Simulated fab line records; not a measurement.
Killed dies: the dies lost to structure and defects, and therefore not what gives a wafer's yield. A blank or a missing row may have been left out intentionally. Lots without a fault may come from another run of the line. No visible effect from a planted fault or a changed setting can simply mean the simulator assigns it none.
What tool caused it? || flow gf180mcu || 13 lots with 39 wafers sampled at 4 steps, on a route of 602 steps

== WHAT EACH GAUGE READ, for each wafer ==
GF_V4_THK_MEAS_03. Usual: for V4_CVD_02_THK the level is 854 nm and the standard deviation is 11.
{"lot": "L933", "measured": "day 23 11:05", "on": "film metro-03", "V4_CVD_02_THK (nm)": "841 847 871", "flag": ""}
{"lot": "L934", "measured": "day 24 00:32", "on": "film metro-01", "V4_CVD_02_THK (nm)": "852 863 876", "flag": ""}
{"lot": "L935", "measured": "day 24 03:55", "on": "film metro-03", "V4_CVD_02_THK (nm)": "837 863 861", "flag": ""}
{"lot": "L937", "measured": "day 24 21:49", "on": "film metro-01", "V4_CVD_02_THK (nm)": "855 851 857", "flag": ""}
{"lot": "L938", "measured": "day 25 03:50", "on": "film metro-04", "V4_CVD_02_THK (nm)": "834 842 844", "flag": ""}
{"lot": "L941", "measured": "day 26 07:54", "on": "film metro-03", "V4_CVD_02_THK (nm)": "839 846 856", "flag": ""}
{"lot": "L943", "measured": "day 27 01:05", "on": "film metro-01", "V4_CVD_02_THK (nm)": "840 843 834", "flag": ""}
{"lot": "L945", "measured": "day 27 21:16", "on": "film metro-04", "V4_CVD_02_THK (nm)": "854 851 858", "flag": ""}
{"lot": "L946", "measured": "day 27 21:35", "on": "film metro-01", "V4_CVD_02_THK (nm)": "845 856 862", "flag": ""}
{"lot": "L948", "measured": "day 28 08:52", "on": "film metro-04", "V4_CVD_02_THK (nm)": "852 870 868", "flag": ""}
{"lot": "L949", "measured": "day 28 15:25", "on": "film metro-01", "V4_CVD_02_THK (nm)": "854 849 849", "flag": ""}
{"lot": "L955", "measured": "day 30 12:52", "on": "film metro-04", "V4_CVD_02_THK (nm)": "846 869 854", "flag": ""}
{"lot": "L956", "measured": "day 30 15:50", "on": "film metro-03", "V4_CVD_02_THK (nm)": "849 866 865", "flag": ""}

GF_MIM_RS_MEAS_10: the measuring method here is four-point-probe. Usual: for MIM_ALCU_RS the level is 0.1609 ohm/sq and the standard deviation is 0.0026.
{"lot": "L933", "measured": "day 24 11:25", "on": "film metro-03", "MIM_ALCU_RS (ohm/sq)": "0.1611 0.1636 0.1642", "flag": ""}
{"lot": "L934", "measured": "day 25 00:21", "on": "film metro-03", "MIM_ALCU_RS (ohm/sq)": "0.1628 0.1581 0.1592", "flag": ""}
{"lot": "L935", "measured": "day 25 04:01", "on": "film metro-01", "MIM_ALCU_RS (ohm/sq)": "0.1582 0.1586 0.1570", "flag": ""}
{"lot": "L937", "measured": "day 25 21:13", "on": "film metro-03", "MIM_ALCU_RS (ohm/sq)": "0.1596 0.1643 0.1642", "flag": ""}
{"lot": "L938", "measured": "day 26 03:17", "on": "film metro-02", "MIM_ALCU_RS (ohm/sq)": "0.1636 0.1642 0.1619", "flag": ""}
{"lot": "L941", "measured": "day 27 07:16", "on": "film metro-01", "MIM_ALCU_RS (ohm/sq)": "0.3455 0.3343 0.3330 0.3457 0.3343 0.3329", "flag": "OFF"}
{"lot": "L943", "measured": "day 27 23:50", "on": "film metro-02", "MIM_ALCU_RS (ohm/sq)": "0.1586 0.1546 0.1586", "flag": ""}
{"lot": "L945", "measured": "day 28 18:47", "on": "film metro-02", "MIM_ALCU_RS (ohm/sq)": "0.3292 0.3566 0.3285 0.3293 0.3575 0.3290", "flag": "OFF"}
{"lot": "L946", "measured": "day 28 19:38", "on": "film metro-01", "MIM_ALCU_RS (ohm/sq)": "0.1590 0.1618 0.1619", "flag": ""}
{"lot": "L948", "measured": "day 29 06:20", "on": "film metro-03", "MIM_ALCU_RS (ohm/sq)": "0.1614 0.1626 0.1588", "flag": ""}
{"lot": "L949", "measured": "day 29 12:04", "on": "film metro-03", "MIM_ALCU_RS (ohm/sq)": "0.1618 0.1623 0.1611", "flag": ""}
{"lot": "L955", "measured": "day 31 08:26", "on": "film metro-02", "MIM_ALCU_RS (ohm/sq)": "0.1631 0.1637 0.1610", "flag": ""}
{"lot": "L956", "measured": "day 31 11:35", "on": "film metro-02", "MIM_ALCU_RS (ohm/sq)": "0.1613 0.1671 0.1626", "flag": ""}

== WHAT TOOL EACH LOT RAN ON (gives the tool, then ch and the chambers of the sampled wafers, and finally the start) ==
{"lot": "L933", "GF_V4_SPUTTER_21": "pvd sputter-04, day 24 10:18", "GF_MIM_SPUTTER_08": "pvd sputter-03, day 24 11:21"}
{"lot": "L934", "GF_V4_SPUTTER_21": "pvd sputter-04, day 24 23:12", "GF_MIM_SPUTTER_08": "pvd sputter-02, day 25 00:15"}
{"lot": "L935", "GF_V4_SPUTTER_21": "pvd sputter-03, day 25 02:53", "GF_MIM_SPUTTER_08": "pvd sputter-02, day 25 03:56"}
{"lot": "L937", "GF_V4_SPUTTER_21": "pvd sputter-04, day 25 20:06", "GF_MIM_SPUTTER_08": "pvd sputter-03, day 25 21:09"}
{"lot": "L938", "GF_V4_SPUTTER_21": "pvd sputter-03, day 26 02:10", "GF_MIM_SPUTTER_08": "pvd sputter-01, day 26 03:13"}
{"lot": "L941", "GF_V4_SPUTTER_21": "pvd sputter-03, day 27 06:09", "GF_MIM_SPUTTER_08": "pvd sputter-03, day 27 07:12"}
{"lot": "L943", "GF_V4_SPUTTER_21": "pvd sputter-04, day 27 22:41", "GF_MIM_SPUTTER_08": "pvd sputter-02, day 27 23:44"}
{"lot": "L945", "GF_V4_SPUTTER_21": "pvd sputter-03, day 28 17:37", "GF_MIM_SPUTTER_08": "pvd sputter-03, day 28 18:40"}
{"lot": "L946", "GF_V4_SPUTTER_21": "pvd sputter-01, day 28 18:30", "GF_MIM_SPUTTER_08": "pvd sputter-02, day 28 19:35"}
{"lot": "L948", "GF_V4_SPUTTER_21": "pvd sputter-04, day 29 05:14", "GF_MIM_SPUTTER_08": "pvd sputter-02, day 29 06:17"}
{"lot": "L949", "GF_V4_SPUTTER_21": "pvd sputter-04, day 29 10:58", "GF_MIM_SPUTTER_08": "pvd sputter-02, day 29 12:01"}
{"lot": "L955", "GF_V4_SPUTTER_21": "pvd sputter-01, day 31 07:20", "GF_MIM_SPUTTER_08": "pvd sputter-01, day 31 08:23"}
{"lot": "L956", "GF_V4_SPUTTER_21": "pvd sputter-03, day 31 10:29", "GF_MIM_SPUTTER_08": "pvd sputter-01, day 31 11:32"}
- GF_V4_SPUTTER_21: material Ti, target thk 15 nm, time 80.02 s.
- GF_MIM_SPUTTER_08: material AlCu, target thk 200 nm, time 10.6 s.

== WHAT THE TOOLS THEMSELVES READ (means of the sampled wafers that have a number; where no wafer has one, the mark that the record gives instead) ==
GF_V4_SPUTTER_21. Usual: throttle valve pct at 29.7 %, with a standard deviation of 0.7.
{"lot": "L933", "tool": "pvd sputter-04", "throttle valve pct (%)": 29.7, "flag": ""}
{"lot": "L934", "tool": "pvd sputter-04", "throttle valve pct (%)": 30.0, "flag": ""}
{"lot": "L935", "tool": "pvd sputter-03", "throttle valve pct (%)": 29.8, "flag": ""}
{"lot": "L937", "tool": "pvd sputter-04", "throttle valve pct (%)": 30.0, "flag": ""}
{"lot": "L938", "tool": "pvd sputter-03", "throttle valve pct (%)": 29.1, "flag": ""}
{"lot": "L941", "tool": "pvd sputter-03", "throttle valve pct (%)": 29.2, "flag": ""}
{"lot": "L943", "tool": "pvd sputter-04", "throttle valve pct (%)": 30.0, "flag": ""}
{"lot": "L945", "tool": "pvd sputter-03", "throttle valve pct (%)": 29.0, "flag": ""}
{"lot": "L946", "tool": "pvd sputter-01", "throttle valve pct (%)": 29.6, "flag": ""}
{"lot": "L948", "tool": "pvd sputter-04", "throttle valve pct (%)": 30.2, "flag": ""}
{"lot": "L949", "tool": "pvd sputter-04", "throttle valve pct (%)": 30.6, "flag": ""}
{"lot": "L955", "tool": "pvd sputter-01", "throttle valve pct (%)": 29.4, "flag": ""}
{"lot": "L956", "tool": "pvd sputter-03", "throttle valve pct (%)": 29.2, "flag": ""}

GF_MIM_SPUTTER_08. Usual: throttle valve pct at 29.7 %, with a standard deviation of 0.68.
{"lot": "L933", "tool": "pvd sputter-03", "throttle valve pct (%)": 29.6, "flag": ""}
{"lot": "L934", "tool": "pvd sputter-02", "throttle valve pct (%)": 30.4, "flag": ""}
{"lot": "L935", "tool": "pvd sputter-02", "throttle valve pct (%)": 30.5, "flag": ""}
{"lot": "L937", "tool": "pvd sputter-03", "throttle valve pct (%)": 29.3, "flag": ""}
{"lot": "L938", "tool": "pvd sputter-01", "throttle valve pct (%)": 29.7, "flag": ""}
{"lot": "L941", "tool": "pvd sputter-03", "throttle valve pct (%)": 29.1, "flag": ""}
{"lot": "L943", "tool": "pvd sputter-02", "throttle valve pct (%)": 29.5, "flag": ""}
{"lot": "L945", "tool": "pvd sputter-03", "throttle valve pct (%)": 29.5, "flag": ""}
{"lot": "L946", "tool": "pvd sputter-02", "throttle valve pct (%)": 30.0, "flag": ""}
{"lot": "L948", "tool": "pvd sputter-02", "throttle valve pct (%)": 30.1, "flag": ""}
{"lot": "L949", "tool": "pvd sputter-02", "throttle valve pct (%)": 29.3, "flag": ""}
{"lot": "L955", "tool": "pvd sputter-01", "throttle valve pct (%)": 30.2, "flag": ""}
{"lot": "L956", "tool": "pvd sputter-01", "throttle valve pct (%)": 30.0, "flag": ""}

== THE ANSWER, worked out from the rows above alone ==
Rule: take the mean of a lot's wafers that have a number; if it is more than 3 standard deviations from the usual mean, the lot is off. A lot without any number at a reading at which 4 lots or more have one is off too. All remaining lots with rows at the step are treated as sound. After the gauges, taken in route order, come the tools' own readings; for these a lot's mean is taken, as printed above. At the first step where some lot is off, the reading lying furthest off is the one used; lots without a number count as furthest.
Off: at GF_MIM_RS_MEAS_10 (MIM_ALCU_RS), L941, L945.
A tool fits if, at a process step before that reading, it ran every lot that is off, and no sound lot after the first of them. Gauges at GF_MIM_RS_MEAS_10: tried the same way as those tools. One fits: GF_MIM_SPUTTER_08 on pvd sputter-03. Its last sound lot is L937 (day 25 21:09), its first lot that is off L941 (day 27 07:12): a fault that began between those two fits.

== WHAT HAD BEEN PUT IN BY THE SIMULATOR ==
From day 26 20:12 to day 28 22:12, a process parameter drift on pvd sputter-03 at GF_MIM_SPUTTER_08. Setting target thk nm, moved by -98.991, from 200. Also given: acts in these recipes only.
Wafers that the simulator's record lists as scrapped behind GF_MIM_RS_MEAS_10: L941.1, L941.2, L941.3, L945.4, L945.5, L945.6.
Lots struck among those shown: L941, L945. The same result came from the rule above.
